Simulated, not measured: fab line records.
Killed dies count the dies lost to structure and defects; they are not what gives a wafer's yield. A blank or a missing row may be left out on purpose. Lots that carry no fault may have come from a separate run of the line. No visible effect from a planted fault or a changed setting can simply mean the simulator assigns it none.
A lot that was struck, set against a sound lot ; flow sky130 ; 15 out of 708 route steps
Sound: the wafers L927.1, L927.5, L927.6. Struck: wafer L933.5. (L933.2, L933.3 of the same lot were not struck and are left out.) The cause comes at the end.
Order at every step that has rows: each side's tool, ch and its chambers, its first start. Under that, the readings that differ: sound wafers ; struck wafers ; difference of the means ; sigmas: that difference in standard deviations of wafers without a fault.
alike: readings with means less than 2 such deviations apart, plus words and numbers identical on both sides. not compared: withheld readings, readings lacking a value on some wafer, bounds such as >300 that could conceal the same value, and numbers that have no deviation in the record and whose values overlap.
The two part at a step that has a row with sigmas, a row that says differs or no value, or rows on one side only. Numbers that have no deviation but don't overlap get no sigmas and don't part them. Lack of a reading on every wafer of one side parts them only where that side has two or more wafers.

first, 3 steps without rows for these wafers: SKY_VIA2_STRIP_17 (strips in post etch residue remover, time 1200 s); SKY_VIA2_CLEAN_18 (cleans in IPA, time 180 s); SKY_VIA2_CLEAN_19 (cleans in O3/DIW).
SKY_VIA2_SPUTTER_20: material TiN, target thk 20 nm, time 80 s.
  sound on pvd-sputter-03, day 38 07:23; struck on pvd-sputter-03, day 39 12:38
  alike: throttle-valve-pct
SKY_VIA2_CVD_21: deposits W, target thk 420 nm, time 126.4 s.
  sound on cvd-w-02 ch 0,1, day 38 07:27; struck on cvd-w-02 ch 1, day 39 12:42
  alike: heater-power-w
SKY_VIA2_RS_MEAS_22: a four-point-probe measurement.
  sound on film-metro-04, day 38 07:35; struck on film-metro-03, day 39 12:51
  alike: VIA2_W_RS
SKY_VIA2_THK_MEAS_23: measures by xrf.
  sound on film-metro-04, day 38 07:42; struck on film-metro-03, day 39 12:58
reading;sound;struck;difference;sigmas
VIA2_W_THK (nm);437 437 436;422;-15;-2
SKY_VIA2_CMP_24: polishes, stops on SiO2, t overpolish 20 s, target thk 0 nm.
  sound on cmp-01 ch 2,3, day 38 07:46; struck on cmp-02 ch 2, day 39 13:01
  alike: edge-zone-pressure-frac, motor-current-A, overpolish-run-s, retaining-ring-pressure-frac, time-to-endpoint-s
then, 3 steps without rows for these wafers: SKY_METAL3_SPUTTER_00 (material Ti, target thk 15 nm, time 10 s); SKY_METAL3_SPUTTER_01 (material TiN, target thk 20 nm, time 16.7 s); SKY_METAL3_SPUTTER_02 (material AlCu, target thk 735 nm, time 39.1 s).
SKY_METAL3_SPUTTER_03: material Ti, target thk 5 nm, time 3.3 s.
  sound on pvd-sputter-02, day 38 08:09; struck on pvd-sputter-02, day 39 13:24
  alike: throttle-valve-pct
SKY_METAL3_SPUTTER_04: material TiN, target thk 70 nm, time 58.3 s.
  sound on pvd-sputter-02, day 38 08:10; struck on pvd-sputter-02, day 39 13:25
reading;sound;struck;difference;sigmas
model.TiN_of_METAL3_SPUTTER_04.thk-nm (nm);70.25 69.27 70.32;63.96;-5.99;
  alike: throttle-valve-pct
SKY_CAPM_CVD_00: deposits SiO2, target thk 15.5 nm.
  sound on pecvd-03 ch 0,2, day 38 08:13; struck on pecvd-03 ch 0, day 39 13:28
  alike: heater-power-w
-- the record jumps here: 9 days lie between the struck wafers' starts before and after (it left off in module CAPM and takes up again in module PAD_OPEN, whose first step shown is number 708 of the route) --
SKY_PAD_OPEN_PROBE_99:
  sound on prober-01, day 47 10:42; struck on prober-02, day 48 08:58
  alike: defect-limited-yield, killed_at_M0_to_M3, killed_at_M4_up, killed-at-contacts, killed-at-front-end, killed-at-other, killed-dies, killed-open, killed-short, sort_bin_3_pad_short, sort_bin_5_function, sort_bin_6_memory, sort-n-pass, sort-yield-pct

WHERE THEY PART
At SKY_VIA2_THK_MEAS_23 and nowhere else, as far as this record goes. Later steps at which nothing parts them and some readings are alike: SKY_VIA2_CMP_24, SKY_METAL3_SPUTTER_03, SKY_METAL3_SPUTTER_04, SKY_CAPM_CVD_00, SKY_PAD_OPEN_PROBE_99.

WHY: whatever the simulator had introduced
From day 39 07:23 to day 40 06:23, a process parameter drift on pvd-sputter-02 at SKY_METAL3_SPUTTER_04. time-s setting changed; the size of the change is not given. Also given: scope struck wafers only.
